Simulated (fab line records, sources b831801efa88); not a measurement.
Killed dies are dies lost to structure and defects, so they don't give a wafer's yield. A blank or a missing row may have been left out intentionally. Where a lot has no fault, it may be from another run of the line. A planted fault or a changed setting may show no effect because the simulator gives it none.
fab line records -- flow sfq-line
[record] lots = 15, wafers = 45, last-day = 84
route steps=325 shown I5@236 M6@252 I6@267
lots that met no fault: taken from a fault-free run of the same line
start-h: hours from the record's opening day to when the first of the lot's shown wafers began -- wait-h: hours since the lot's step before -- " unchanged from the row above -- L1.1+2: a row that stands for several wafers -- - no value, or no start was given -- * or withheld: withheld -- < > ~ a bound
route shown NAME@n: a module of which the file shows steps, and the number in the route of the first -- usual: mean/standard deviation taken from wafers without a fault -- same: alike in all rows -- chamber/n: place in a boat -- sites: per-site readings -- _std_site: the values' standard deviation -- _edge_site: the outer-site mean with the inner-site mean subtracted -- radius-mm: for every site, how far away it sits from the centre of the wafer -- mask NAME#n: copy n -- behind: the most recent tool/chamber to have shaped the wafer -- hold: reason for holding the lot/hours on hold/outcome of the hold -- device: names the non-switching transistor (n, p or np) -- end of line: tests run on the same wafers once the route is complete -- where a step has no rows: the recipe by itself -- killed: not the wafer's yield, but the dies lost to structure and defects at the first sort -- map: dies across one wafer; x = killed, . = not, _ = none there
set.NAME: the setting the step ran with; set.NAME@STEP: the setting that earlier step ran with -- model.NAME: the simulator's own value behind a step, which no gauge read
route steps across a sampled set of lots; one table per step, one row per wafer
services: when a tool's chamber went out of use (start-h, in hours from the record's first day, below 0 if earlier), for how many hours, and the reason
[[steps]]
[step SFQ_TRILAYER_I5_BARC_OPEN_VIA_ETCH_200]
[recipe] mask-material = PR, chemistry = O2, target-depth-nm = 125, target = BARC, source-w = 500, bias-w = 80, pressure-mtorr = 30, time-s = 41.7
[usual] drypump-motor-current-A = 5.6/0.35, oes-product-au = 0.682/0.0045
[same] time-s = 41.7
lot.wafer,tool,chamber,start-h,wait-h,drypump-motor-current-A,oes-product-au,rf-hours-counter-h
L992.2,rie-diel-02,3,1405.43,0.0,5.4,0.691,19
L992.5,rie-diel-02,2,1405.43,0.0,4.9,0.681,-
L992.6,rie-diel-02,3,1405.43,0.0,5.4,0.683,-
L996.4,rie-diel-03,0,1445.90,0.0,5.4,0.684,12
L996.5,rie-diel-03,2,1445.90,0.0,5.8,0.681,-
L996.6,rie-diel-03,3,1445.90,0.0,5.8,0.685,-
L997.2,rie-diel-03,1,1450.70,0.0,5.6,0.687,13
L997.4,rie-diel-03,2,1450.70,0.0,5.8,0.679,13
L997.5,rie-diel-03,0,1450.70,0.0,5.4,0.681,-
L101.3,rie-diel-01,1,1496.30,0.0,5.0,0.685,17
L101.5,rie-diel-01,0,1496.30,0.0,6.1,0.688,-
L101.6,rie-diel-01,1,1496.30,0.0,5.1,0.678,-
L102.2,rie-diel-02,2,1505.90,0.0,4.9,0.684,20
L102.5,rie-diel-02,2,1505.90,0.0,5.0,0.679,-
L102.6,rie-diel-02,1,1505.90,0.0,5.7,0.685,-
L103.4,rie-diel-02,2,1511.90,0.0,5.0,0.678,20
L103.5,rie-diel-02,0,1511.90,0.0,5.4,0.691,-
L103.6,rie-diel-02,1,1511.90,0.0,5.7,0.679,-
L104.2,rie-diel-02,1,1520.43,0.0,5.7,0.683,20
L104.3,rie-diel-02,0,1520.43,0.0,5.5,0.675,17
L104.4,rie-diel-02,2,1520.43,0.0,5.0,0.685,20
L105.1,rie-diel-01,3,1537.23,0.0,5.9,0.682,0
L105.2,rie-diel-01,0,1537.23,0.0,6.1,0.680,22
L105.6,rie-diel-01,3,1537.23,0.0,5.9,0.681,-
L108.1,rie-diel-01,0,1586.43,0.0,6.1,0.686,22
L108.3,rie-diel-01,3,1586.43,0.0,5.9,0.679,0
L108.5,rie-diel-01,0,1586.43,0.0,6.1,0.686,-
L109.2,rie-diel-03,1,1588.83,0.0,5.6,0.680,16
L109.4,rie-diel-03,2,1588.83,0.0,5.8,0.689,16
L109.6,rie-diel-03,2,1588.83,0.0,5.8,0.675,-
L110.3,rie-diel-02,2,1599.75,0.0,5.0,0.686,0
L110.4,rie-diel-02,1,1599.75,0.0,5.8,0.691,-
L110.6,rie-diel-02,0,1599.75,0.0,5.5,0.675,-
L112.1,rie-diel-01,3,1639.03,0.0,5.9,0.677,1
L112.5,rie-diel-01,0,1639.03,0.0,6.1,0.685,-
L112.6,rie-diel-01,1,1639.03,0.0,5.1,0.679,-
L113.2,rie-diel-01,0,1645.03,0.0,6.1,0.677,0
L113.4,rie-diel-01,3,1645.03,0.0,5.9,0.671,1
L113.5,rie-diel-01,1,1645.03,0.0,5.0,0.686,-
L114.2,rie-diel-03,0,1653.43,0.0,5.4,0.683,15
L114.3,rie-diel-03,3,1653.43,0.0,5.8,0.685,4
L114.5,rie-diel-03,1,1653.43,0.0,5.6,0.680,-
L115.1,rie-diel-02,0,1654.63,0.0,5.5,0.680,19
L115.4,rie-diel-02,3,1654.63,0.0,5.4,0.675,0
L115.5,rie-diel-02,1,1654.63,0.0,5.6,0.673,-
[step SFQ_TRILAYER_M6_DEP_SPUTTER_157]
[recipe] material = Nb, base-pressure-pa = 1.33e-06, chamber-pressure-pa = 0.1333, substrate-temp-c = 20, target-thk-nm = 200, power-w = 2000, time-s = 133.3
[usual] throttle-valve-pct = 30.6/0.99
[same] time-s = 133.3
lot.wafer,tool,chamber,start-h,wait-h,throttle-valve-pct
L992.2,pvd-sputter-03,-,1409.57,0.0,31.7
L992.5,pvd-sputter-03,-,1409.57,0.0,30.2
L992.6,pvd-sputter-03,-,1409.57,0.0,29.8
L996.4,pvd-sputter-03,-,1451.89,0.0,30.4
L996.5,pvd-sputter-03,-,1451.89,0.0,31.4
L996.6,pvd-sputter-03,-,1451.89,0.0,29.6
L997.2,pvd-sputter-03,-,1457.94,0.0,30.5
L997.4,pvd-sputter-03,-,1457.94,0.0,29.9
L997.5,pvd-sputter-03,-,1457.94,0.0,31.6
L101.3,pvd-sputter-05,-,1502.36,0.0,31.3
L101.5,pvd-sputter-05,-,1502.36,0.0,29.7
L101.6,pvd-sputter-05,-,1502.36,0.0,29.6
L102.2,pvd-sputter-05,-,1511.86,0.0,31.2
L102.5,pvd-sputter-05,-,1511.86,0.0,31.8
L102.6,pvd-sputter-05,-,1511.86,0.0,29.9
L103.4,pvd-sputter-04,-,1516.31,0.0,30.5
L103.5,pvd-sputter-04,-,1516.31,0.0,29.7
L103.6,pvd-sputter-04,-,1516.31,0.0,33.1
L104.2,pvd-sputter-04,-,1524.69,0.0,29.8
L104.3,pvd-sputter-04,-,1524.69,0.0,30.6
L104.4,pvd-sputter-04,-,1524.69,0.0,33.4
L105.1,pvd-sputter-03,-,1541.37,0.0,31.2
L105.2,pvd-sputter-03,-,1541.37,0.0,30.5
L105.6,pvd-sputter-03,-,1541.37,0.0,31.4
L108.1,pvd-sputter-03,-,1590.57,0.0,30.9
L108.3,pvd-sputter-03,-,1590.57,0.0,29.5
L108.5,pvd-sputter-03,-,1590.57,0.0,30.2
L109.2,pvd-sputter-04,-,1593.00,0.0,30.4
L109.4,pvd-sputter-04,-,1593.00,0.0,30.5
L109.6,pvd-sputter-04,-,1593.00,0.0,30.1
L110.3,pvd-sputter-04,-,1606.19,0.0,29.9
L110.4,pvd-sputter-04,-,1606.19,0.0,30.6
L110.6,pvd-sputter-04,-,1606.19,0.0,29.8
L112.1,pvd-sputter-05,-,1739.28,0.0,31.5
L112.5,pvd-sputter-05,-,1739.28,0.0,29.8
L112.6,pvd-sputter-05,-,1739.28,0.0,31.5
L113.2,pvd-sputter-04,-,1741.68,0.0,30.6
L113.4,pvd-sputter-04,-,1741.68,0.0,29.8
L113.5,pvd-sputter-04,-,1741.68,0.0,30.0
L114.2,pvd-sputter-03,-,1745.28,0.0,29.7
L114.3,pvd-sputter-03,-,1745.28,0.0,30.7
L114.5,pvd-sputter-03,-,1745.28,0.0,29.8
L115.1,pvd-sputter-04,-,1748.88,0.0,30.7
L115.4,pvd-sputter-04,-,1748.88,0.0,30.5
L115.5,pvd-sputter-04,-,1748.88,0.0,30.5
[step SFQ_TRILAYER_M6_LITHO_PEB_162]
[recipe] peb-temp-c = 115, peb-time-s = 60, resist = KrF
[usual] chill-plate-temp-C = 23.00/0.1, exhaust-pa = 45.0/0.92
lot.wafer,tool,chamber,start-h,wait-h,chill-plate-temp-C,exhaust-pa
L992.2,litho-track-04,0,1523.72,0.8,23.05,43.7
L992.5,litho-track-04,0,1523.72,0.8,22.99,44.0
L992.6,litho-track-04,0,1523.72,0.8,22.95,44.4
L996.4,litho-track-02,0,1568.17,0.5,23.10,42.4
L996.5,litho-track-02,0,1568.17,0.5,23.24,44.2
L996.6,litho-track-02,0,1568.17,0.5,23.05,42.8
L997.2,litho-track-04,0,1575.32,0.8,22.94,45.2
L997.4,litho-track-04,0,1575.32,0.8,22.88,44.9
L997.5,litho-track-04,0,1575.32,0.8,22.85,45.3
L101.3,litho-track-04,-,1618.34,0.7,-,-
L101.5,litho-track-04,-,1618.34,0.7,-,-
L101.6,litho-track-04,-,1618.34,0.7,-,-
L102.2,litho-track-01,-,1631.52,0.8,-,-
L102.5,litho-track-01,-,1631.52,0.8,-,-
L102.6,litho-track-01,-,1631.52,0.8,-,-
L103.4,litho-track-01,-,1637.57,0.5,-,-
L103.5,litho-track-01,-,1637.57,0.5,-,-
L103.6,litho-track-01,-,1637.57,0.5,-,-
L104.2,litho-track-04,0,1645.92,0.8,22.99,44.2
L104.3,litho-track-04,0,1645.92,0.8,22.90,44.2
L104.4,litho-track-04,0,1645.92,0.8,23.22,45.2
L105.1,litho-track-02,0,1657.89,1.0,23.05,45.6
L105.2,litho-track-02,0,1657.89,1.0,22.97,47.0
L105.6,litho-track-02,0,1657.89,1.0,22.99,47.0
L108.1,litho-track-01,0,1694.02,1.0,22.86,45.2
L108.3,litho-track-01,0,1694.02,1.0,22.97,45.9
L108.5,litho-track-01,0,1694.02,1.0,23.00,45.2
L109.2,litho-track-01,0,1696.44,0.8,22.94,45.5
L109.4,litho-track-01,0,1696.44,0.8,22.97,45.3
L109.6,litho-track-01,0,1696.44,0.8,22.84,45.2
L110.3,litho-track-01,0,1708.47,0.7,22.96,44.7
L110.4,litho-track-01,0,1708.47,0.7,22.82,44.9
L110.6,litho-track-01,0,1708.47,0.7,22.95,44.0
L112.1,litho-track-04,0,1742.34,1.0,22.85,44.3
L112.5,litho-track-04,0,1742.34,1.0,22.74,45.4
L112.6,litho-track-04,0,1742.34,1.0,22.82,45.5
L113.2,litho-track-02,0,1743.92,0.8,22.92,45.2
L113.4,litho-track-02,0,1743.92,0.8,22.96,44.8
L113.5,litho-track-02,0,1743.92,0.8,22.82,45.1
L114.2,litho-track-01,0,1747.52,0.8,22.99,46.0
L114.3,litho-track-01,0,1747.52,0.8,22.94,46.4
L114.5,litho-track-01,0,1747.52,0.8,23.03,47.1
L115.1,litho-track-04,0,1752.26,1.0,23.20,45.7
L115.4,litho-track-04,0,1752.26,1.0,23.21,45.6
L115.5,litho-track-04,0,1752.26,1.0,22.98,45.8
[step SFQ_TRILAYER_I6_CMP_CMP_166]
[recipe] material = SiO2, down-force-psi = 3, platen-rpm = 60, pad-velocity-m-s = 0.94248
[usual] motor-current-A = 10.3/1.1, time-to-endpoint-s = 213/5.8
lot.wafer,tool,chamber,start-h,wait-h,motor-current-A,time-to-endpoint-s
L992.2,cmp-02,2,1525.06,0.0,11.9,215
L992.6,cmp-02,2,1527.06,2.0,11.5,219
L992.5,cmp-02,3,1527.06,2.0,10.5,215
L996.4,cmp-02,2,1569.96,0.5,11.5,217
L996.5,cmp-02,1,1571.46,2.0,10.7,221
L996.6,cmp-02,2,1571.46,2.0,12.1,219
L997.4,cmp-01,3,1576.66,0.0,9.8,219
L997.2,cmp-01,1,1577.66,1.0,9.2,205
L997.5,cmp-01,0,1579.16,2.5,11.7,209
L101.3,cmp-02,0,1619.66,0.0,10.3,213
L101.6,cmp-02,0,1621.66,2.0,10.7,213
L101.5,cmp-02,1,1621.66,2.0,10.2,221
L102.2,cmp-01,1,1633.86,1.0,9.5,214
L102.6,cmp-01,3,1634.86,2.0,9.8,216
L102.5,cmp-01,0,1634.86,2.0,12.0,226
L103.4,cmp-02,3,1638.88,0.0,10.4,209
L103.5,cmp-02,3,1640.88,2.0,10.3,211
L103.6,cmp-02,0,1640.88,2.0,10.9,216
L104.4,cmp-01,1,1647.26,0.0,9.6,217
L104.2,cmp-01,3,1648.26,1.0,9.8,203
L104.3,cmp-01,0,1648.26,1.0,11.9,214
L105.2,cmp-02,2,1661.49,2.3,11.7,213
L105.1,cmp-02,0,1662.49,3.3,10.7,207
L105.6,cmp-02,2,1663.49,4.2,11.1,218
L108.3,cmp-01,3,1698.76,3.2,9.9,213
L108.1,cmp-01,1,1699.76,4.2,9.4,215
L108.5,cmp-01,3,1700.76,5.2,10.1,224
L109.4,cmp-01,1,1701.26,3.3,9.5,209
L109.2,cmp-01,3,1702.26,4.3,9.7,206
L109.6,cmp-01,2,1703.76,5.8,8.4,208
L110.3,cmp-01,1,1711.85,2.1,9.5,206
L110.4,cmp-01,2,1711.85,2.1,8.4,216
L110.6,cmp-01,1,1713.85,4.0,9.2,212
L112.1,cmp-01,2,1743.72,0.0,8.4,212
L112.5,cmp-01,2,1745.72,2.0,8.2,217
L112.6,cmp-01,3,1745.72,2.0,9.8,221
L113.2,cmp-02,3,1745.79,0.5,10.7,209
L113.4,cmp-02,1,1746.79,1.5,10.3,216
L113.5,cmp-02,3,1747.79,2.5,10.3,213
L114.3,cmp-01,1,1749.11,0.0,9.3,216
L114.2,cmp-01,0,1750.61,1.5,11.7,218
L114.5,cmp-01,2,1751.61,2.5,8.5,219
L115.4,cmp-02,3,1754.64,1.0,10.4,211
L115.1,cmp-02,0,1754.64,1.0,10.7,209
L115.5,cmp-02,2,1756.14,2.5,11.5,212
[[services]]
tool,chamber,start-h,hours,kind
cmp-02,-,1389.34,0.2,repair
cmp-02,-,1404.65,1.5,repair
cmp-01,-,1421.07,3.1,pm
cmp-02,-,1423.35,0.5,repair
cmp-01,-,1433.19,4.0,pm
rie-diel-02,1,1435.15,2.8,repair
pvd-sputter-04,-,1448.15,21.5,repair
cmp-02,-,1454.04,1.8,repair
cmp-01,-,1464.89,10.3,repair
pvd-sputter-03,-,1468.93,1.2,repair
cmp-01,-,1483.83,0.6,repair
cmp-01,-,1485.64,3.6,repair
cmp-01,-,1496.73,2.2,repair
rie-diel-02,2,1508.96,2.8,repair
pvd-sputter-03,-,1524.42,3.5,repair
cmp-01,-,1527.91,5.0,pm
cmp-01,-,1571.45,2.4,repair
cmp-02,-,1593.65,4.0,pm
cmp-01,-,1603.83,1.4,repair
cmp-01,-,1613.22,16.7,pm
cmp-02,-,1629.34,2.0,repair
pvd-sputter-04,-,1638.61,3.6,repair
cmp-02,-,1652.50,2.5,repair
cmp-02,-,1713.49,6.1,pm
[[key]]
[first-sign] step = SFQ_TRILAYER_M6_LITHO_PEB_162, reading = tool-record, direction = missing
effect none on later readings
met-at SFQ_TRILAYER_M6_LITHO_PEB_162
struck-lots L101,L102,L103
not-acting-at SFQ_TRILAYER_I5_BARC_OPEN_VIA_ETCH_200,SFQ_TRILAYER_M6_DEP_SPUTTER_157,SFQ_TRILAYER_I6_CMP_CMP_166
onset-between 1575.32 1618.34
[fault] kind = skipped-step-whole, tool = litho-track-01,litho-track-04, chamber = -, onset-h = 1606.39, steps = SFQ_TRILAYER_M6_LITHO_PEB_162, scope = struck-lots-only
